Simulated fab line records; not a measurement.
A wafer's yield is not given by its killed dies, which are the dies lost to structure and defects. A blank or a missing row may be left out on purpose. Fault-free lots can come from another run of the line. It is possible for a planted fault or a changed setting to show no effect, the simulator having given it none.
Which tool was responsible? ; flow sky130 ; 24 lots with 72 wafers sampled at 6 steps, on a route of 708 steps

## WHAT THE GAUGES SHOWED, per wafer
SKY_METAL1_OVL_MEAS_16.
lot;measured;on;METAL1_OVL (nm)
L074;day 33 12:32;overlay-01;-3 -7 -9
L076;day 33 18:56;overlay-02;-5 4 4
L075;day 33 20:37;overlay-02;6 1 0
L077;day 34 01:35;overlay-02;8 6 2
L078;day 34 05:56;overlay-02;-8 -5 -9
L079;day 34 11:08;overlay-02;-6 -1 -2
L081;day 35 02:26;overlay-02;-4 -6 2
L080;day 35 07:26;overlay-01;-2 -4 -2
L082;day 35 07:35;overlay-01;-1 4 5
L083;day 35 18:50;overlay-02;2 1 5
L084;day 36 04:48;overlay-01;-8 -5 -6
L085;day 36 13:08;overlay-02;6 7 3
L086;day 36 14:38;overlay-01;-8 -8 0
L087;day 36 21:20;overlay-02;-2 -3 1
L088;day 37 03:47;overlay-02;-3 -4 -2
L089;day 37 09:20;overlay-02;2 -12 1
L090;day 37 21:10;overlay-01;7 11 7
L091;day 37 22:02;overlay-01;5 5 -1
L092;day 38 13:37;overlay-02;-2 6 -4
L093;day 38 13:58;overlay-02;-6 6 -4
L094;day 39 00:55;overlay-01;3 -1 -1
L095;day 39 08:07;overlay-02;1 -3 2
L096;day 39 11:32;overlay-02;12 2 4
L097;day 39 17:04;overlay-01;1 -3 6

SKY_METAL4_CD_MEAS_13: target cd 300 nm.
lot;measured;on;cd nm (nm)
L074;day 42 10:27;cd sem-01;298.2 300.3 299.5
L076;day 42 15:27;cd sem-01;300.5 299.2 299.8
L075;day 42 17:27;cd sem-02;302.0 301.1 302.8
L077;day 42 20:27;cd sem-01;302.1 300.7 303.4
L078;day 43 02:11;cd sem-02;298.8 299.8 298.1
L079;day 43 06:50;cd sem-02;300.0 297.7 299.8
L081;day 43 18:49;cd sem-01;299.9 299.4 299.4
L080;day 43 23:48;cd sem-02;302.5 301.4 303.0
L082;day 44 01:14;cd sem-02;299.4 301.4 300.1
L083;day 44 10:06;cd sem-01;297.8 296.2 297.9
L084;day 44 17:58;cd sem-02;299.9 298.8 300.1
L085;day 45 01:19;cd sem-01;301.2 300.2 300.0
L086;day 45 02:28;cd sem-02;298.4 300.5 299.2
L087;day 45 07:57;cd sem-02;297.8 296.5 296.5
L088;day 45 12:23;cd sem-01;298.4 298.3 298.2
L089;day 45 18:47;cd sem-02;300.4 300.6 301.0
L090;day 46 04:10;cd sem-02;300.0 299.9 300.9
L091;day 46 05:08;cd sem-01;303.1 301.3 302.7
L092;day 46 16:59;cd sem-01;300.1 301.3 301.1
L093;day 46 18:41;cd sem-02;299.7 299.7 297.2
L094;day 47 03:52;cd sem-02;300.5 300.6 301.0
L095;day 47 08:17;cd sem-02;301.5 301.2 302.1
L096;day 47 10:43;cd sem-01;296.1 296.3 297.5
L097;day 47 16:16;cd sem-02;300.9 299.6 299.6

SKY_VIA4_OVL_MEAS_11.
lot;measured;on;VIA4_OVL (nm)
L074;day 43 11:17;overlay-01;-1.0 -1.7 -0.1
L076;day 43 16:03;overlay-01;-1.9 -1.9 -0.8
L075;day 43 18:28;overlay-01;0.6 1.0 0.8
L077;day 43 20:46;overlay-02;1.5 0.0 1.2
L078;day 44 01:53;overlay-02;2.0 1.0 0.0
L079;day 44 06:28;overlay-02;1.5 0.2 1.3
L081;day 44 18:35;overlay-01;-1.9 -1.8 -0.7
L080;day 44 22:46;overlay-01;0.5 0.6 -1.0
L082;day 45 00:45;overlay-02;1.6 1.6 1.8
L083;day 45 09:17;overlay-01;0.9 0.6 1.0
L084;day 45 17:11;overlay-01;-4.0 -2.2 -3.2
L085;day 46 00:43;overlay-02;-1.1 -0.8 -1.1
L086;day 46 02:08;overlay-02;0.3 -0.5 -0.1
L087;day 46 06:19;overlay-01;1.3 -1.1 1.5
L088;day 46 10:50;overlay-02;1.6 1.3 0.0
L089;day 46 16:57;overlay-01;-0.5 0.8 0.8
L090;day 47 01:53;overlay-02;-1.4 0.2 0.7
L091;day 47 02:11;overlay-02;-0.7 -0.8 -2.1
L092;day 47 14:07;overlay-01;1.4 1.4 -0.2
L093;day 47 16:57;overlay-02;-2.6 -2.7 -0.8
L094;day 48 01:35;overlay-01;-0.2 0.6 -1.0
L095;day 48 05:02;overlay-02;-0.8 0.2 -1.2
L096;day 48 07:28;overlay-02;0.1 1.3 0.1
L097;day 48 12:04;overlay-02;1.9 0.7 1.7

SKY_METAL5_RS_MEAS_05: measures by four-point-probe.
lot;measured;on;METAL5_ALCU_RS (ohm/sq)
L074;day 43 13:55;film metro-01;0.0270 0.0276 0.0269
L076;day 43 17:47;film metro-03;0.0271 0.0278 0.0278
L075;day 43 20:02;film metro-03;0.0272 0.0270 0.0266
L077;day 43 22:26;film metro-02;0.0269 0.0269 0.0268
L078;day 44 03:29;film metro-01;0.0271 0.0269 0.0268
L079;day 44 08:04;film metro-02;0.0271 0.0271 0.0265
L081;day 44 20:10;film metro-01;0.0273 0.0266 0.0271
L080;day 45 00:22;film metro-03;0.0268 0.0269 0.0273
L082;day 45 02:20;film metro-02;0.0263 0.0263 0.0268
L083;day 45 10:53;film metro-03;0.0278 0.0276 0.0277
L084;day 45 18:47;film metro-02;0.0270 0.0273 0.0272
L085;day 46 02:16;film metro-02;0.0272 0.0272 0.0271
L086;day 46 03:41;film metro-03;0.0272 0.0273 0.0276
L087;day 46 07:54;film metro-02;0.0268 0.0275 0.0266
L088;day 46 12:58;film metro-02;0.0263 0.0269 0.0263
L089;day 46 18:37;film metro-03;0.0273 0.0272 0.0271
L090;day 47 04:17;film metro-01;0.0270 0.0269 0.0268
L091;day 47 04:54;film metro-02;0.0266 0.0265 0.0268
L092;day 47 16:02;film metro-02;0.0275 0.0277 0.0275
L093;day 47 18:52;film metro-02;0.0277 0.0277 0.0275
L094;day 48 03:10;film metro-02;0.0271 0.0274 0.0276
L095;day 48 06:44;film metro-02;0.0273 0.0272 0.0273
L096;day 48 09:10;film metro-03;0.0272 0.0272 0.0266
L097;day 48 13:42;film metro-02;0.0265 0.0269 0.0269

## EACH LOT AND THE TOOL THAT RAN IT (in order: tool; ch and the chambers of the sampled wafers; start)
lot;SKY_VIA3_CMP_02;SKY_METAL4_ETCH_16
L074;cmp-01 ch 1,2,3, day 39 06:13;rie metal-02 ch 0,1, day 42 10:38
L076;cmp-01 ch 0,1,2, day 39 12:05;rie metal-02 ch 0,1, day 42 15:38
L075;cmp-01 ch 2,3, day 39 14:35;rie metal-03 ch 0,1, day 42 17:38
L077;cmp-02 ch 2,3, day 39 17:41;rie metal-03 ch 0,1, day 42 20:38
L078;cmp-01 ch 1,2, day 39 22:24;rie metal-03 ch 0,1, day 43 02:21
L079;cmp-01 ch 0,1,3, day 40 03:46;rie metal-01 ch 0, day 43 07:05
L081;cmp-01 ch 2,3, day 40 16:45;rie metal-02 ch 0,1, day 43 18:59
L080;cmp-02 ch 1,2,3, day 40 22:16;rie metal-03 ch 0,1, day 43 23:59
L082;cmp-01 ch 0,1, day 40 22:50;rie metal-01 ch 1, day 44 01:28
L083;cmp-01 ch 1,2,3, day 41 08:51;rie metal-03 ch 0,1, day 44 10:17
L084;cmp-02 ch 0,1,2, day 41 17:36;rie metal-02 ch 0,1, day 44 18:07
L085;cmp-02 ch 1,2,3, day 42 01:56;rie metal-02 ch 0,1, day 45 01:30
L086;cmp-02 ch 2,3, day 42 04:05;rie metal-02 ch 0,1, day 45 02:39
L087;cmp-01 ch 0,2,3, day 42 09:03;rie metal-02 ch 0,1, day 45 08:08
L088;cmp-01 ch 1,2,3, day 42 13:59;rie metal-01 ch 0,1, day 45 12:33
L089;cmp-01 ch 1,2,3, day 42 21:07;rie metal-02 ch 0,1, day 45 18:57
L090;cmp-01 ch 0,1,3, day 43 07:59;rie metal-03 ch 0,1, day 46 04:21
L091;cmp-01 ch 0,2,3, day 43 08:45;rie metal-02 ch 0,1, day 46 05:18
L092;cmp-02 ch 1,2, day 43 21:06;rie metal-03 ch 0,1, day 46 17:09
L093;cmp-02 ch 0,1, day 43 22:49;rie metal-02 ch 0,1, day 46 18:51
L094;cmp-01 ch 0,2,3, day 44 09:02;rie metal-01 ch 0,1, day 47 04:02
L095;cmp-02 ch 0,1,3, day 44 15:02;rie metal-03 ch 0,1, day 47 08:27
L096;cmp-01 ch 0,3, day 44 17:12;rie metal-02 ch 0,1, day 47 10:53
L097;cmp-02 ch 1,2, day 44 22:59;rie metal-01 ch 0, day 47 16:27
- SKY_VIA3_CMP_02: polishes SiO2.
- SKY_METAL4_ETCH_16: etches BARC in N2/H2, stops on SiO2, time 88.2 s, target depth 60 nm.

## WHAT THE TOOLS THEMSELVES READ (means of the sampled wafers that have a number; where no wafer has one, the mark that the record gives instead)
SKY_VIA3_CMP_02.
lot;tool;motor current A (A);retaining ring pressure frac
L074;cmp-01;11.5;0.999
L076;cmp-01;12.7;1.004
L075;cmp-01;10.4;0.998
L077;cmp-02;12.2;1.007
L078;cmp-01;12.7;1.001
L079;cmp-01;12.4;0.999
L081;cmp-01;10.2;0.997
L080;cmp-02;12.2;1.003
L082;cmp-01;13.7;0.997
L083;cmp-01;11.7;1.004
L084;cmp-02;11.8;0.999
L085;cmp-02;12.6;0.999
L086;cmp-02;12.2;1.003
L087;cmp-01;12.0;1.001
L088;cmp-01;11.2;1.002
L089;cmp-01;11.6;1.002
L090;cmp-01;12.4;1.000
L091;cmp-01;11.8;1.006
L092;cmp-02;12.0;1.001
L093;cmp-02;12.2;1.006
L094;cmp-01;11.6;1.000
L095;cmp-02;12.7;0.998
L096;cmp-01;11.4;1.002
L097;cmp-02;11.9;0.997

SKY_METAL4_ETCH_16.
lot;tool;bias w (W);drypump motor current A (A);oes product au (a.u.);throttle valve pct (%)
L074;rie metal-02;100.3;5.7;0.621;13.201
L076;rie metal-02;100.1;5.5;0.631;13.203
L075;rie metal-03;100.2;6.0;0.627;13.210
L077;rie metal-03;100.1;6.2;0.628;13.205
L078;rie metal-03;99.7;6.0;0.624;13.193
L079;rie metal-01;100.2;5.0;0.625;13.200
L081;rie metal-02;99.9;5.5;0.622;13.203
L080;rie metal-03;100.2;6.2;0.623;13.206
L082;rie metal-01;100.1;5.6;0.624;13.215
L083;rie metal-03;100.3;6.3;0.621;13.211
L084;rie metal-02;99.9;5.7;0.624;13.205
L085;rie metal-02;100.1;5.5;0.626;13.203
L086;rie metal-02;100.0;5.7;0.628;13.200
L087;rie metal-02;100.3;5.5;0.627;13.199
L088;rie metal-01;99.7;5.4;0.627;13.206
L089;rie metal-02;100.2;5.7;0.622;13.211
L090;rie metal-03;99.9;6.3;0.626;13.212
L091;rie metal-02;100.4;5.7;0.626;13.205
L092;rie metal-03;100.0;5.9;0.623;13.203
L093;rie metal-02;99.5;5.7;0.624;13.207
L094;rie metal-01;100.1;5.3;0.626;13.204
L095;rie metal-03;99.9;6.3;0.627;13.199
L096;rie metal-02;99.9;5.7;0.627;13.209
L097;rie metal-01;100.2;5.0;0.624;13.188

## THE ANSWER, worked out from the rows above alone
Rule: the usual values come from the lots themselves. Put in order of their means at a reading, lots are off if they are a third of the lots or fewer, leave a main group of 4 or more, and stand apart from it by a gap of 3 or more times the standard deviation of the main group's means; of several such gaps the widest counts. A main group whose means are all the same, to the digits that the tables above print for the reading, isn't used. Also off: a lot with no number at a reading for which 4 or more lots have one. All remaining lots with rows at the step are treated as sound. After the gauges, taken in route order, come the tools' own readings; for these a lot's mean is taken, as printed above. At the first step where some lot is off, the reading lying furthest off is the one used; lots without a number count as furthest.
Nothing can be told from this: no lot is off at any reading shown.

## WHAT THE SIMULATOR HAD PUT IN
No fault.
